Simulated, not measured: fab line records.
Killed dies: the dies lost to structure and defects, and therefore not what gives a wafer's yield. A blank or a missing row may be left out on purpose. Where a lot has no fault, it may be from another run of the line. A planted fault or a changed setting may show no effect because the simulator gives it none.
Which of the tools did it? / flow gf180mcu / 13 lots with 39 wafers sampled at 4 steps, on a route of 602 steps

WHAT EACH GAUGE READ, for each wafer
GF_V4_THK_MEAS_01. Usual: V4_CVD_00_THK gives 576 nm (standard deviation 8.7).
lot=L160; measured=day 23 14:46; on=film-metro-04; V4_CVD_00_THK (nm)=578 579 569; flag=
lot=L161; measured=day 24 04:31; on=film-metro-01; V4_CVD_00_THK (nm)=580 591 588; flag=
lot=L162; measured=day 24 21:51; on=film-metro-04; V4_CVD_00_THK (nm)=580 587 568; flag=
lot=L163; measured=day 25 01:23; on=film-metro-03; V4_CVD_00_THK (nm)=580 575 565; flag=
lot=L164; measured=day 25 09:37; on=film-metro-04; V4_CVD_00_THK (nm)=577 559 571; flag=
lot=L167; measured=day 26 05:45; on=film-metro-04; V4_CVD_00_THK (nm)=567 568 577; flag=
lot=L168; measured=day 26 09:28; on=film-metro-03; V4_CVD_00_THK (nm)=563 562 556; flag=
lot=L169; measured=day 26 20:10; on=film-metro-03; V4_CVD_00_THK (nm)=573 591 575; flag=
lot=L170; measured=day 27 10:54; on=film-metro-04; V4_CVD_00_THK (nm)=587 576 580; flag=
lot=L176; measured=day 28 21:22; on=film-metro-01; V4_CVD_00_THK (nm)=576 586 572; flag=
lot=L178; measured=day 29 10:46; on=film-metro-01; V4_CVD_00_THK (nm)=580 573 592; flag=
lot=L179; measured=day 29 15:38; on=film-metro-04; V4_CVD_00_THK (nm)=593 581 574; flag=
lot=L182; measured=day 30 11:19; on=film-metro-01; V4_CVD_00_THK (nm)=572 586 582; flag=

GF_MIM_THK_MEAS_06. Usual: MIM_CVD_05_THK gives 41.8 nm (standard deviation 0.62).
lot=L160; measured=day 24 15:08; on=film-metro-03; MIM_CVD_05_THK (nm)=42.1 42.9 42.0; flag=
lot=L161; measured=day 25 04:16; on=film-metro-02; MIM_CVD_05_THK (nm)=42.2 41.9 42.8; flag=
lot=L162; measured=day 25 21:09; on=film-metro-02; MIM_CVD_05_THK (nm)=40.9 41.2 40.9; flag=
lot=L163; measured=day 26 00:32; on=film-metro-04; MIM_CVD_05_THK (nm)=41.4 41.3 42.2; flag=
lot=L164; measured=day 26 09:06; on=film-metro-03; MIM_CVD_05_THK (nm)=40.3 41.1 41.3; flag=
lot=L167; measured=day 27 04:28; on=film-metro-02; MIM_CVD_05_THK (nm)=41.3 41.6 42.2; flag=
lot=L168; measured=day 27 08:19; on=film-metro-04; MIM_CVD_05_THK (nm)=42.1 42.0 43.2; flag=
lot=L169; measured=day 27 18:41; on=film-metro-04; MIM_CVD_05_THK (nm)=41.2 42.0 41.8; flag=
lot=L170; measured=day 28 08:44; on=film-metro-04; MIM_CVD_05_THK (nm)=41.9 42.3 42.3; flag=
lot=L176; measured=day 29 18:32; on=film-metro-04; MIM_CVD_05_THK (nm)=41.0 41.9 42.5; flag=
lot=L178; measured=day 30 07:33; on=film-metro-03; MIM_CVD_05_THK (nm)=40.8 42.0 41.8; flag=
lot=L179; measured=day 30 12:51; on=film-metro-04; MIM_CVD_05_THK (nm)=41.7 41.4 41.9; flag=
lot=L182; measured=day 31 08:05; on=film-metro-03; MIM_CVD_05_THK (nm)=42.1 41.8 41.9; flag=

WHAT TOOL EACH LOT RAN ON (gives the tool, then ch and the chambers of the sampled wafers, and finally the start)
lot=L160; GF_VT_IMPLANT_STRIP_31=plasma-asher-03 ch 0,1, day 7 03:19; GF_V4_ETCH_16=rie-diel-03 ch 1,2,3, day 24 13:11
lot=L161; GF_VT_IMPLANT_STRIP_31=plasma-asher-01 ch 0,1, day 7 09:59; GF_V4_ETCH_16=rie-diel-02 ch 1,2, day 25 02:37
lot=L162; GF_VT_IMPLANT_STRIP_31=plasma-asher-02 ch 0,1, day 8 00:32; GF_V4_ETCH_16=rie-diel-02 ch 0,1,2, day 25 19:25
lot=L163; GF_VT_IMPLANT_STRIP_31=plasma-asher-03 ch 0,1, day 8 03:44; GF_V4_ETCH_16=rie-diel-02 ch 0,1,3, day 25 22:52
lot=L164; GF_VT_IMPLANT_STRIP_31=plasma-asher-03 ch 0,1, day 8 08:04; GF_V4_ETCH_16=rie-diel-02 ch 1,2,3, day 26 07:22
lot=L167; GF_VT_IMPLANT_STRIP_31=plasma-asher-03 ch 0,1, day 9 03:20; GF_V4_ETCH_16=rie-diel-03 ch 2,3, day 27 02:52
lot=L168; GF_VT_IMPLANT_STRIP_31=plasma-asher-03 ch 0,1, day 9 06:44; GF_V4_ETCH_16=rie-diel-02 ch 1,2,3, day 27 06:43
lot=L169; GF_VT_IMPLANT_STRIP_31=plasma-asher-03 ch 0,1, day 9 14:17; GF_V4_ETCH_16=rie-diel-03 ch 1,2,3, day 27 17:03
lot=L170; GF_VT_IMPLANT_STRIP_31=plasma-asher-03 ch 0,1, day 9 21:56; GF_V4_ETCH_16=rie-diel-02 ch 1,2, day 28 07:07
lot=L176; GF_VT_IMPLANT_STRIP_31=plasma-asher-01 ch 0,1, day 11 13:47; GF_V4_ETCH_16=rie-diel-04 ch 1,2,3, day 29 16:48
lot=L178; GF_VT_IMPLANT_STRIP_31=plasma-asher-02 ch 0,1, day 12 00:05; GF_V4_ETCH_16=rie-diel-02 ch 0,1,3, day 30 05:54
lot=L179; GF_VT_IMPLANT_STRIP_31=plasma-asher-02 ch 0,1, day 12 06:29; GF_V4_ETCH_16=rie-diel-03 ch 0,1,3, day 30 11:12
lot=L182; GF_VT_IMPLANT_STRIP_31=plasma-asher-01 ch 0,1, day 13 02:59; GF_V4_ETCH_16=rie-diel-04 ch 0,2, day 31 06:08
- GF_VT_IMPLANT_STRIP_31: strips in O2/N2.
- GF_V4_ETCH_16: etches BARC in N2/H2.

AS READ BY THE TOOLS THEMSELVES (means over the sampled wafers that have a number; for cases with no such wafer, the mark the record gives instead)
GF_VT_IMPLANT_STRIP_31. Usual: drypump-motor-current-A 5.7 A, standard deviation 0.5; heater-power-w 329 W, standard deviation 44; o2-flow-sccm 3000 sccm, standard deviation 8.8; oes-product-au 0.716 a.u., standard deviation 0.0049; platen-temp-c 249.99 C, standard deviation 0.17; strip-time-to-endpoint-s 12.68 s, standard deviation 0.039.
lot=L160; tool=plasma-asher-03; drypump-motor-current-A (A)=5.9; heater-power-w (W)=337; o2-flow-sccm (sccm)=2997; oes-product-au (a.u.)=0.715; platen-temp-c (C)=249.95; strip-time-to-endpoint-s (s)=12.72; flag=
lot=L161; tool=plasma-asher-01; drypump-motor-current-A (A)=5.0; heater-power-w (W)=318; o2-flow-sccm (sccm)=3006; oes-product-au (a.u.)=0.713; platen-temp-c (C)=249.89; strip-time-to-endpoint-s (s)=12.61; flag=
lot=L162; tool=plasma-asher-02; drypump-motor-current-A (A)=5.9; heater-power-w (W)=298; o2-flow-sccm (sccm)=2996; oes-product-au (a.u.)=0.716; platen-temp-c (C)=249.80; strip-time-to-endpoint-s (s)=12.68; flag=
lot=L163; tool=plasma-asher-03; drypump-motor-current-A (A)=5.7; heater-power-w (W)=343; o2-flow-sccm (sccm)=2997; oes-product-au (a.u.)=0.716; platen-temp-c (C)=249.96; strip-time-to-endpoint-s (s)=12.65; flag=
lot=L164; tool=plasma-asher-03; drypump-motor-current-A (A)=5.9; heater-power-w (W)=336; o2-flow-sccm (sccm)=3002; oes-product-au (a.u.)=0.716; platen-temp-c (C)=249.92; strip-time-to-endpoint-s (s)=12.63; flag=
lot=L167; tool=plasma-asher-03; drypump-motor-current-A (A)=5.9; heater-power-w (W)=336; o2-flow-sccm (sccm)=3000; oes-product-au (a.u.)=0.718; platen-temp-c (C)=249.89; strip-time-to-endpoint-s (s)=12.70; flag=
lot=L168; tool=plasma-asher-03; drypump-motor-current-A (A)=5.7; heater-power-w (W)=339; o2-flow-sccm (sccm)=3009; oes-product-au (a.u.)=0.716; platen-temp-c (C)=250.12; strip-time-to-endpoint-s (s)=12.72; flag=
lot=L169; tool=plasma-asher-03; drypump-motor-current-A (A)=5.9; heater-power-w (W)=335; o2-flow-sccm (sccm)=3195; oes-product-au (a.u.)=0.720; platen-temp-c (C)=250.02; strip-time-to-endpoint-s (s)=12.69; flag=OFF
lot=L170; tool=plasma-asher-03; drypump-motor-current-A (A)=5.7; heater-power-w (W)=339; o2-flow-sccm (sccm)=3400; oes-product-au (a.u.)=0.721; platen-temp-c (C)=249.94; strip-time-to-endpoint-s (s)=12.64; flag=OFF
lot=L176; tool=plasma-asher-01; drypump-motor-current-A (A)=5.0; heater-power-w (W)=327; o2-flow-sccm (sccm)=3008; oes-product-au (a.u.)=0.720; platen-temp-c (C)=249.95; strip-time-to-endpoint-s (s)=12.68; flag=
lot=L178; tool=plasma-asher-02; drypump-motor-current-A (A)=6.1; heater-power-w (W)=292; o2-flow-sccm (sccm)=2995; oes-product-au (a.u.)=0.717; platen-temp-c (C)=250.00; strip-time-to-endpoint-s (s)=12.66; flag=
lot=L179; tool=plasma-asher-02; drypump-motor-current-A (A)=5.9; heater-power-w (W)=294; o2-flow-sccm (sccm)=3007; oes-product-au (a.u.)=0.715; platen-temp-c (C)=250.03; strip-time-to-endpoint-s (s)=12.69; flag=
lot=L182; tool=plasma-asher-01; drypump-motor-current-A (A)=5.3; heater-power-w (W)=371; o2-flow-sccm (sccm)=3001; oes-product-au (a.u.)=0.713; platen-temp-c (C)=250.06; strip-time-to-endpoint-s (s)=12.71; flag=

GF_V4_ETCH_16. Usual: drypump-motor-current-A 5.8 A, standard deviation 0.36; oes-product-au 0.855 a.u., standard deviation 0.0048; throttle-valve-pct 13.223 %, standard deviation 0.009.
lot=L160; tool=rie-diel-03; drypump-motor-current-A (A)=5.3; oes-product-au (a.u.)=0.854; throttle-valve-pct (%)=13.236; flag=
lot=L161; tool=rie-diel-02; drypump-motor-current-A (A)=5.8; oes-product-au (a.u.)=0.853; throttle-valve-pct (%)=13.219; flag=
lot=L162; tool=rie-diel-02; drypump-motor-current-A (A)=5.9; oes-product-au (a.u.)=0.853; throttle-valve-pct (%)=13.222; flag=
lot=L163; tool=rie-diel-02; drypump-motor-current-A (A)=6.0; oes-product-au (a.u.)=0.856; throttle-valve-pct (%)=13.226; flag=
lot=L164; tool=rie-diel-02; drypump-motor-current-A (A)=5.9; oes-product-au (a.u.)=0.856; throttle-valve-pct (%)=13.220; flag=
lot=L167; tool=rie-diel-03; drypump-motor-current-A (A)=5.3; oes-product-au (a.u.)=0.856; throttle-valve-pct (%)=13.226; flag=
lot=L168; tool=rie-diel-02; drypump-motor-current-A (A)=5.8; oes-product-au (a.u.)=0.854; throttle-valve-pct (%)=13.221; flag=
lot=L169; tool=rie-diel-03; drypump-motor-current-A (A)=5.3; oes-product-au (a.u.)=0.854; throttle-valve-pct (%)=13.225; flag=
lot=L170; tool=rie-diel-02; drypump-motor-current-A (A)=5.7; oes-product-au (a.u.)=0.858; throttle-valve-pct (%)=13.221; flag=
lot=L176; tool=rie-diel-04; drypump-motor-current-A (A)=5.9; oes-product-au (a.u.)=0.855; throttle-valve-pct (%)=13.228; flag=
lot=L178; tool=rie-diel-02; drypump-motor-current-A (A)=6.0; oes-product-au (a.u.)=0.856; throttle-valve-pct (%)=13.231; flag=
lot=L179; tool=rie-diel-03; drypump-motor-current-A (A)=5.5; oes-product-au (a.u.)=0.851; throttle-valve-pct (%)=13.223; flag=
lot=L182; tool=rie-diel-04; drypump-motor-current-A (A)=6.0; oes-product-au (a.u.)=0.851; throttle-valve-pct (%)=13.223; flag=

THE ANSWER, worked out from the rows above alone
Rule: lot off if the mean of its wafers having a number is beyond 3 standard deviations from the usual mean. Also off: a lot with no number at a reading for which 4 or more lots have one. The other lots that the step has rows for count as sound. First the gauges in route order, then the tools' own readings, where a lot's mean is used as printed above. The first step at which some lot is off is used, and at that step the reading that is off furthest; a lot without a number counts as furthest.
Off: L169, L170, at GF_VT_IMPLANT_STRIP_31 (o2-flow-sccm).
A tool fits if, at that step or a process step before it, it ran every lot that is off, and no sound lot after the first of them. One fits: GF_VT_IMPLANT_STRIP_31 on plasma-asher-03. A fault onset in the window from L168 (day 9 06:44, its last sound lot) to L169 (day 9 14:17, its first lot off) fits.
On the lots that are off, the tool's own readings at GF_VT_IMPLANT_STRIP_31 differ by more than 5 times the standard deviation of the sound lots' means, which bears it out; o2-flow-sccm reads 3298 sccm there versus 3002 sccm on the sound lots.

WHAT THE SIMULATOR PUT IN
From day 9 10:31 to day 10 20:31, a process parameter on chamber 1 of plasma-asher-03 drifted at GF_VT_IMPLANT_STRIP_31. A move of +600 in setting o2-flow-sccm, from 3000. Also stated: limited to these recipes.
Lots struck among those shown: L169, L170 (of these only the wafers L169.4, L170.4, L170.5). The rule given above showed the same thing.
